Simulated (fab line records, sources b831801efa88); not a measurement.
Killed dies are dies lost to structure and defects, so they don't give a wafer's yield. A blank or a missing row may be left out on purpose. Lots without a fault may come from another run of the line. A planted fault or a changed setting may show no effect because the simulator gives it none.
Problem report in the 8D (eight disciplines) form, filled by code | flow sky130 | the parts of the form that need people (team, actions taken, sign-off) are left out

1. THE PROBLEM
killed_at_front_end at SKY_PAD_OPEN_PROBE_99 reads a mean of 62 on 3 wafers of 2 lots; wafers without a fault read 15 with a standard deviation of 4.5. That is +10 standard deviations from the usual mean.
First seen on wafer L958.4, day 49 18:46, on prober-02. The record holds 6 wafers of 2 lots with a number at this step. Rule for "out", or "out of limits": more than 4 standard deviations from the usual mean. The other wafers with a number count as sound.

2. WHAT IT IS AND WHAT IT IS NOT
question                    | is                     | is not
which readings at this step | killed_at_front_end    | killed_at_M0_to_M3, killed_at_other, killed_open
which lots                  | L957, L958             | -
which wafers of those lots  | L957.1, L957.3, L958.4 | L957.2, L958.2, L958.3
read on which tools         | prober-01, prober-02   | -
when                        | from day 49 18:46      | up to then (2 sound wafers); but 1 sound wafer of L957 came after

3. SUSPECTS, AND WHAT RULES EACH OUT
Counting: a tool at a process step up to the reading stays a suspect if it ran every lot that is out. Sound lots after the first of them don't rule it out here, since some wafers of a struck lot are sound.
- plasma_asher-01 at SKY_LDD_P_STRIP_10 (strips in O2/N2): kept. It ran every lot that is out, first L958 (day 24 17:52).
- pvd_sputter-04 at SKY_VIA2_SPUTTER_20 (material TiN, target thk 20 nm, time 80 s): kept. It ran every lot that is out, first L958 (day 41 06:16).
- Within plasma_asher-01 at SKY_LDD_P_STRIP_10: the wafers that are out ran in chamber 1; their sound lot-mates ran in chamber 0.
Left after counting: plasma_asher-01 at SKY_LDD_P_STRIP_10, pvd_sputter-04 at SKY_VIA2_SPUTTER_20.

4. THE CAUSE (what the simulator had put in)
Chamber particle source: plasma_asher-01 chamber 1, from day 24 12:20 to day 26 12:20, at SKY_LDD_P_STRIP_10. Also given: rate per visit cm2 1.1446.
Counting left 2 suspects, and this tool is among them.

5. THE CHAIN OF EFFECTS, in route order
Each row: a reading whose mean over the struck wafers that have a number lies more than 3 standard deviations from the usual. Only readings for which the record gives a usual standard deviation are gone through. hours: the time from each lot's start at the first step in this table that gives one to its start at this step, as a median over the lots. sigmas: the change in usual standard deviations.
hours | step                  | reading             | usual | on struck wafers | change | sigmas
0     | SKY_PAD_OPEN_PROBE_99 | killed_at_front_end | 15    | 62               | +47    | +10
0     | SKY_PAD_OPEN_PROBE_99 | killed_dies         | 85    | 122              | +37    | +4.0
The process steps in it:
- SKY_PAD_OPEN_PROBE_99

6. WHAT WOULD HAVE CAUGHT IT SOONER
In this record the first reading out of limits was taken at day 49 18:46, 606 hours after the fault began at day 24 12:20.
Of the tool readings at SKY_LDD_P_STRIP_10 for which the record gives a usual standard deviation, none was out on any struck wafer, so an alarm limit of 4 standard deviations on them would not have fired.
All the lots that are out (2) had begun SKY_LDD_P_STRIP_10 on plasma_asher-01 by day 49 18:46. A hold on the tool at that time would have spared none of them.
